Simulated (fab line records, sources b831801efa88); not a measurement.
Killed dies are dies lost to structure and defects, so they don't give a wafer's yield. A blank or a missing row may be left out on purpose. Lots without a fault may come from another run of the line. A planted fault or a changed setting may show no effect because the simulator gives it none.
Chamber matching | flow sky130 | SKY_VIA4_CMP_02 on cmp-02: 4 sister chambers
The step polishes SiO2. 4 wafers are shown with their chamber, then 7 later ones without.

WAFERS WITH THEIR CHAMBER
wafer  | chamber | motor_current_A (A)
L075.2 | 3       | 12.1
L080.6 | 2       | 11.8
L083.2 | 1       | 12.0
L083.4 | 0       | 11.1

WAFERS WITHOUT THEIR CHAMBER
wafer  | motor_current_A (A)
L083.6 | 10.3
L090.2 | 11.9
L090.5 | 12.3
L090.6 | 10.4
L092.2 | 11.9
L092.4 | 12.4
L092.6 | 12.5

WHICH CHAMBER EACH WENT THROUGH
wafer  | from the rows above               | in truth
L083.6 | can't be placed: 0 or 2 or 1      | 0
L090.2 | can't be placed: 1 or 2 or 3 or 0 | 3
L090.5 | can't be placed: 3 or 1 or 2      | 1
L090.6 | can't be placed: 0 or 2 or 1      | 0
L092.2 | can't be placed: 1 or 2 or 3 or 0 | 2
L092.4 | can't be placed: 3 or 1 or 2      | 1
L092.6 | can't be placed: 3 or 1 or 2      | 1
Placed correctly: 0 of 7. Can't be placed from these rows: 7 (the true chamber is among the candidates in 7). Placed wrongly: 0.
How it was worked out, from the rows above alone: a wafer's distance from a chamber is the root of the sum, over the readings, of the square of ((its reading less the chamber's mean) divided by the reading's scatter). The wafer belongs to the nearest chamber; if the next one is less than 2 further off, it can't be placed. A chamber's mean is the mean of its shown wafers. The scatter: with one shown wafer a chamber, the root of the mean of the squares of how far each hidden wafer lies from its nearest shown one.
